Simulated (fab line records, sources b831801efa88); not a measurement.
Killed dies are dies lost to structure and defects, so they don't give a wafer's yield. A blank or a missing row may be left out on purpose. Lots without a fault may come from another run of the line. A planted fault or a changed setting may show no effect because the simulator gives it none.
fab line records | flow sky130
record lots=11 wafers=33 last_day=50
route steps=708 shown VT_ADJUST_HVTP@96 SD_N@351 METAL2@484
lots that met no fault: from a run of the same line without faults
start_h: hours from the record's first day to the start of the lot's first wafer shown | wait_h: hours since the lot's step before | " the same as in the row above | L1.1+2: a row that stands for several wafers | - no value, or no start given | * or withheld: withheld | < > ~ a bound
route shown NAME@n: a module of which the file shows steps, and the number in the route of the first | usual: mean/standard deviation of fault-free wafers | same: alike in all rows | chamber/n: place in a boat | sites: the reading at each site | _std_site: their standard deviation | _edge_site: outer sites' mean less inner sites' | radius_mm: how far each site lies from the wafer's centre | mask NAME#n: copy n | behind: the tool/chamber that last shaped the wafer | hold: why the lot was held/for how many hours/how that ended | device: the transistor (n, p or np) that didn't switch | end of line: the same wafers' tests at the end of the route | a step without rows: its recipe alone | killed: dies lost to structure and defects at the first sort, not the wafer's yield | map: a wafer's dies, x killed, . not, _ none there
set.NAME: the setting as run; set.NAME@STEP: as run at that earlier step | model.NAME: the simulator's own value behind a step, which no gauge read
steps of the route over a sample of lots; a table a step, a row a wafer
services: from which hour (start_h, from the record's first day; less than 0 if before it) a tool's chamber was out of use, for how many hours, and why
## steps
# step SKY_VT_ADJUST_HVTP_TW_MEAS_11
# usual VT_ADJUST_HVTP_TW=1361/11
# columns lot.wafer tool chamber start_h wait_h VT_ADJUST_HVTP_TW
L529.2 film_metro-03 - 123.75 0.1 1369
L529.4 " - " " 1374
L529.5 " - " " 1372
L531.1 film_metro-02 - 139.24 0.1 1356
L531.2 " - " " 1358
L531.5 " - " " 1362
L533.1 film_metro-03 - 149.94 0.1 1374
L533.3 " - " " 1374
L533.6 " - " " 1372
L534.1 film_metro-03 - 153.05 0.1 1377
L534.3 " - " " 1369
L534.6 " - " " 1373
L535.1 film_metro-01 - 159.30 0.1 1349
L535.3 " - " " 1351
L535.5 " - " " 1347
L536.1 film_metro-03 - 166.65 0.1 1376
L536.5 " - " " 1377
L536.6 " - " " 1375
L545.2 film_metro-01 - 228.26 0.1 1347
L545.5 " - " " 1349
L545.6 " - " " 1344
L546.2 film_metro-01 - 233.10 0.1 1347
L546.4 " - " " 1351
L546.6 " - " " 1348
L548.3 film_metro-01 - 242.27 0.1 1346
L548.4 " - " " 1345
L548.6 " - " " 1350
L551.2 film_metro-02 - 259.86 0.1 1361
L551.4 " - " " 1366
L551.6 " - " " 1359
L552.1 film_metro-02 - 275.69 0.1 1361
L552.3 " - " " 1361
L552.4 " - " " 1365
# step SKY_SD_N_IMPLANT_09
# recipe species=As energy_kev=50 dose_cm2=4e+15 tilt_deg=0
# usual beam_energy_keV=50.002/0.016 dose_ions_cm2=3.999e+15/4.1e+12
# columns lot.wafer tool chamber start_h wait_h beam_energy_keV dose_ions_cm2
L529.2 implanter-04 0 646.16 0.0 49.996 3.999e+15
L529.4 " 0 " " 49.988 3.996e+15
L529.5 " 0 " " 50.007 3.999e+15
L531.1 implanter-03 0 667.65 0.0 50.018 3.997e+15
L531.2 " 0 " " 50.018 4.003e+15
L531.5 " 0 " " 50.009 4.002e+15
L533.1 implanter-04 0 679.69 0.0 49.989 3.999e+15
L533.3 " 0 " " 50.021 4.001e+15
L533.6 " 0 " " 50.006 3.998e+15
L534.1 implanter-04 0 684.34 0.0 49.991 3.509e+15
L534.3 " 0 " " 49.979 3.502e+15
L534.6 " 0 " " 49.985 3.503e+15
L535.1 implanter-04 0 700.14 0.0 50.025 3.503e+15
L535.3 " 0 " " 50.014 3.507e+15
L535.5 " 0 " " 50.027 3.5e+15
L536.1 implanter-04 0 705.55 0.0 50.006 3.502e+15
L536.5 " 0 " " 50.006 3.506e+15
L536.6 " 0 " " 50.013 3.504e+15
L545.2 implanter-04 0 782.07 0.0 50.009 4.003e+15
L545.5 " 0 " " 50.011 4.002e+15
L545.6 " 0 " " 49.996 4.004e+15
L546.2 implanter-04 0 794.36 0.0 50.020 4.001e+15
L546.4 " 0 " " 50.010 4.002e+15
L546.6 " 0 " " 50.011 4.003e+15
L548.3 implanter-04 0 802.05 0.1 49.998 3.994e+15
L548.4 " 0 " " 50.007 4.001e+15
L548.6 " 0 " " 50.003 4e+15
L551.2 implanter-04 0 818.11 0.0 49.988 4.004e+15
L551.4 " 0 " " 49.964 4.006e+15
L551.6 " 0 " " 49.981 4.004e+15
L552.1 implanter-04 0 832.54 0.0 50.004 4e+15
L552.3 " 0 " " 49.984 3.998e+15
L552.4 " 0 " " 50.017 4e+15
# step SKY_SD_N_STRIP_11
# recipe chemistry=O2/N2 power_w=1400 pressure_mtorr=1500 platen_temp_c=withheld o2_flow_sccm=3000 n2_flow_sccm=300 overash_fraction=0.5
# usual chamber_pressure_mTorr=1500.1/2.1 drypump_motor_current_A=5.8/0.54 n2_flow_sccm=300.1/0.81 oes_product_au=0.527/0.0041 strip_time_to_endpoint_s=22.55/0.038
# columns lot.wafer tool chamber start_h wait_h chamber_pressure_mTorr drypump_motor_current_A n2_flow_sccm oes_product_au rf_hours_counter_h strip_time_to_endpoint_s
L529.2 plasma_asher-04 1 646.44 0.1 1501.1 5.4 300.8 0.529 83 22.60
L529.4 " 1 " " 1502.3 5.4 300.5 0.535 - 22.55
L529.5 " 1 " " 1496.6 5.3 300.4 0.529 - 22.60
L531.1 plasma_asher-02 1 667.95 0.1 1501.2 6.1 300.4 0.523 23 22.53
L531.2 " 0 " " 1499.4 6.6 300.9 0.524 23 22.58
L531.5 " 1 " " 1498.8 6.1 300.0 0.530 - 22.58
L533.1 plasma_asher-01 1 679.99 0.1 1501.5 5.7 298.9 0.523 96 22.58
L533.3 " 0 " " 1497.0 5.8 300.2 0.520 - 22.51
L533.6 " 1 " " 1499.4 5.6 299.9 0.520 - 22.50
L534.1 plasma_asher-01 0 684.64 0.1 1501.5 5.9 299.4 0.533 97 22.05
L534.3 " 0 " " 1500.6 5.8 300.0 0.536 - 22.04
L534.6 " 0 " " 1499.8 5.8 299.6 0.528 - 21.99
L535.1 plasma_asher-01 0 700.44 0.1 1502.8 5.8 300.5 0.533 98 22.03
L535.3 " 1 " " 1499.0 5.6 300.9 0.536 - 22.02
L535.5 " 1 " " 1499.1 5.7 300.8 0.539 - 22.05
L536.1 plasma_asher-02 0 705.85 0.1 1497.5 6.6 299.9 0.530 27 22.08
L536.5 " 0 " " 1498.3 6.6 299.8 0.529 - 22.06
L536.6 " 1 " " 1501.3 6.1 299.9 0.541 - 22.08
L545.2 plasma_asher-04 1 782.35 0.1 1498.2 5.4 300.1 0.524 96 22.57
L545.5 " 1 " " 1500.9 5.4 299.7 0.524 - 22.61
L545.6 " 0 " " 1501.9 4.8 299.3 0.531 - 22.58
L546.2 plasma_asher-01 0 794.64 0.1 1499.7 5.8 300.8 0.528 5 22.53
L546.4 " 0 " " 1499.5 5.8 299.7 0.531 - 22.54
L546.6 " 1 " " 1499.7 5.7 300.3 0.524 - 22.56
L548.3 plasma_asher-02 1 802.33 0.1 1497.8 6.1 299.2 0.521 - 22.54
L548.4 " 0 " " 1504.3 6.6 300.4 0.524 - 22.56
L548.6 " 0 " " 1501.3 6.6 300.6 0.530 - 22.55
L551.2 plasma_asher-02 1 818.39 0.1 1500.9 6.0 300.2 0.525 38 22.53
L551.4 " 0 " " 1498.7 6.6 299.4 0.526 - 22.61
L551.6 " 1 " " 1498.9 6.1 302.2 0.526 - 22.55
L552.1 plasma_asher-01 1 832.84 0.1 1499.9 5.7 301.7 0.526 8 22.56
L552.3 " 0 " " 1500.9 5.8 299.2 0.526 - 22.60
L552.4 " 1 " " 1499.8 5.6 301.0 0.529 - 22.59
# step SKY_SD_N_RS_MEAS_16
# recipe thk_meas_gauge=four-point-probe
# usual SD_N_RS=68.62/0.11
# columns lot.wafer tool chamber start_h wait_h hold SD_N_RS[ohm/sq]
L529.2 film_metro-01 - 646.84 0.1 - 68.54
L529.4 " - " " - 68.50
L529.5 " - " " - 68.56
L531.1 film_metro-02 - 668.33 0.1 - 68.67
L531.2 " - " " - 68.57
L531.5 " - " " - 68.63
L533.1 film_metro-01 - 680.37 0.1 - 68.57
L533.3 " - " " - 68.77
L533.6 " - " " - 68.72
L534.1 film_metro-01 - 685.08 0.1 await_dispo/0.2h/release 69.77
L534.3 " - " " await_dispo/0.2h/release 69.77
L534.6 " - " " await_dispo/0.2h/release 69.74
L534.1 film_metro-01 - 685.44 0.3 - 69.69
L534.3 " - " " - 69.78
L534.6 " - " " - 69.83
L535.1 film_metro-03 - 700.82 0.1 await_dispo/0.2h/release 69.93
L535.3 " - " " await_dispo/0.2h/release 69.81
L535.5 " - " " await_dispo/0.2h/release 69.72
L535.1 film_metro-03 - 701.18 0.3 - 69.87
L535.3 " - " " - 69.68
L535.5 " - " " - 69.71
L536.1 film_metro-03 - 706.23 0.1 await_dispo/0.2h/release 69.47
L536.5 " - " " await_dispo/0.2h/release 69.65
L536.6 " - " " await_dispo/0.2h/release 69.71
L536.1 film_metro-03 - 706.59 0.3 - 69.70
L536.5 " - " " - 69.64
L536.6 " - " " - 69.59
L545.2 film_metro-03 - 782.75 0.1 - 68.61
L545.5 " - " " - 68.70
L545.6 " - " " - 68.67
L546.2 film_metro-03 - 795.04 0.1 - 68.69
L546.4 " - " " - 68.62
L546.6 " - " " - 68.59
L548.3 film_metro-01 - 802.72 0.1 - 68.69
L548.4 " - " " - 68.78
L548.6 " - " " - 68.68
L551.2 film_metro-01 - 818.79 0.1 - 68.57
L551.4 " - " " - 68.56
L551.6 " - " " - 68.58
L552.1 film_metro-03 - 833.23 0.1 - 68.56
L552.3 " - " " - 68.76
L552.4 " - " " - 68.69
# step SKY_METAL2_SPUTTER_01
# recipe material=TiN target_thk_nm=20 power_w=6500 time_s=16.7 chamber_pressure_pa=0.4
# usual throttle_valve_pct=29.7/1.1
# columns lot.wafer tool chamber start_h wait_h throttle_valve_pct
L529.2 pvd_sputter-02 - 794.92 0.0 28.9
L529.4 " - " " 31.0
L529.5 " - " " 31.1
L531.1 pvd_sputter-03 - 812.39 0.0 29.9
L531.2 " - " " 29.9
L531.5 " - " " 29.8
L533.1 pvd_sputter-01 - 824.17 0.0 30.5
L533.3 " - " " 28.7
L533.6 " - " " 29.5
L534.1 pvd_sputter-02 - 833.92 0.0 31.2
L534.3 " - " " 30.2
L534.6 " - " " 28.7
L535.1 pvd_sputter-02 - 844.09 0.0 28.9
L535.3 " - " " 30.5
L535.5 " - " " 30.3
L536.1 pvd_sputter-01 - 847.92 0.0 30.6
L536.5 " - " " 28.3
L536.6 " - " " 29.1
L545.2 pvd_sputter-03 - 919.81 0.0 29.9
L545.5 " - " " 29.9
L545.6 " - " " 29.8
L546.2 pvd_sputter-01 - 932.75 0.0 31.0
L546.4 " - " " 28.3
L546.6 " - " " 31.1
L548.3 pvd_sputter-03 - 937.73 0.0 30.5
L548.4 " - " " 29.7
L548.6 " - " " 29.7
L551.2 pvd_sputter-02 - 954.44 0.0 31.3
L551.4 " - " " 29.0
L551.6 " - " " 31.9
L552.1 pvd_sputter-01 - 969.37 0.0 28.5
L552.3 " - " " 30.5
L552.4 " - " " 29.2
# step SKY_METAL2_OVL_MEAS_16
# usual METAL2_OVL=-4/7.5
# columns lot.wafer tool chamber start_h wait_h METAL2_OVL[nm]
L529.2 overlay-02 - 821.66 0.1 8
L529.4 " - " " 7
L529.5 " - " " -5
L531.1 overlay-01 - 839.06 0.1 2
L531.2 " - " " 8
L531.5 " - " " 3
L533.1 overlay-02 - 851.00 0.1 -9
L533.3 " - " " -16
L533.6 " - " " -16
L534.1 overlay-01 - 859.70 0.1 -12
L534.3 " - " " -9
L534.6 " - " " 2
L535.1 overlay-01 - 869.81 0.1 -22
L535.3 " - " " -16
L535.5 " - " " -16
L536.1 overlay-02 - 874.55 0.1 4
L536.5 " - " " 0
L536.6 " - " " -4
L545.2 overlay-01 - 944.47 0.1 -2
L545.5 " - " " -9
L545.6 " - " " 0
L546.2 overlay-02 - 957.46 0.1 11
L546.4 " - " " 0
L546.6 " - " " 4
L548.3 overlay-02 - 961.37 0.1 2
L548.4 " - " " -10
L548.6 " - " " -6
L551.2 overlay-01 - 978.91 0.1 -11
L551.4 " - " " -12
L551.6 " - " " -11
L552.1 overlay-02 - 994.11 0.1 -1
L552.3 " - " " 5
L552.4 " - " " -5
## services
# columns tool chamber start_h hours kind
pvd_sputter-03 - 639.53 21.8 repair
plasma_asher-04 - 676.84 2.6 repair
plasma_asher-02 - 686.47 2.8 pm
implanter-04 - 694.39 2.3 repair
implanter-04 - 710.56 2.1 repair
pvd_sputter-02 - 717.27 3.4 repair
implanter-04 - 725.35 2.3 repair
plasma_asher-01 - 733.75 9.0 pm
implanter-04 - 746.95 2.8 repair
implanter-03 - 766.53 0.5 repair
implanter-03 - 772.76 5.6 pm
pvd_sputter-02 - 785.77 3.3 repair
pvd_sputter-02 - 788.76 2.8 repair
pvd_sputter-01 - 794.86 1.2 repair
implanter-04 - 814.13 2.6 pm
implanter-03 - 830.56 4.0 repair
plasma_asher-01 - 850.24 3.6 repair
pvd_sputter-03 - 879.41 2.4 repair
plasma_asher-02 - 885.60 4.2 repair
plasma_asher-01 - 886.70 4.5 repair
pvd_sputter-03 - 914.68 2.8 repair
pvd_sputter-03 - 917.05 0.6 repair
plasma_asher-04 - 944.42 2.7 repair
pvd_sputter-02 - 952.40 1.0 repair
## key
first_sign step=SKY_SD_N_IMPLANT_09 reading=dose_ions_cm2 direction=down sigmas=99+ usual=* struck=*
effect step=SKY_SD_N_STRIP_11 reading=strip_time_to_endpoint_s direction=down sigmas=14 usual=* struck=*
effect step=SKY_SD_N_RS_MEAS_16 reading=visit direction=added
effect step=SKY_SD_N_RS_MEAS_16 reading=SD_N_RS direction=up sigmas=10 usual=68.62 struck=69.73
met_at SKY_SD_N_IMPLANT_09
struck_lots L534,L535,L536
tester_left_out L534,L535,L536
not_acting_at SKY_VT_ADJUST_HVTP_TW_MEAS_11,SKY_METAL2_SPUTTER_01,SKY_METAL2_OVL_MEAS_16
onset_between 679.69 684.34
fault kind=process_parameter_drift tool=implanter-04 chamber=- onset_h=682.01 steps=SKY_SD_N_IMPLANT_09 channel=dose_cm2 offset=* shape=step end_h=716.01 acts_in=* stated=*
# tester_left_out: of these lots the tester's yield and bins aren't shown, on N5 and GAA mostly nor the transistor test; their killed dies are dies lost to structure and defects alone, not to doping, threshold or leakage, so they don't give the yield
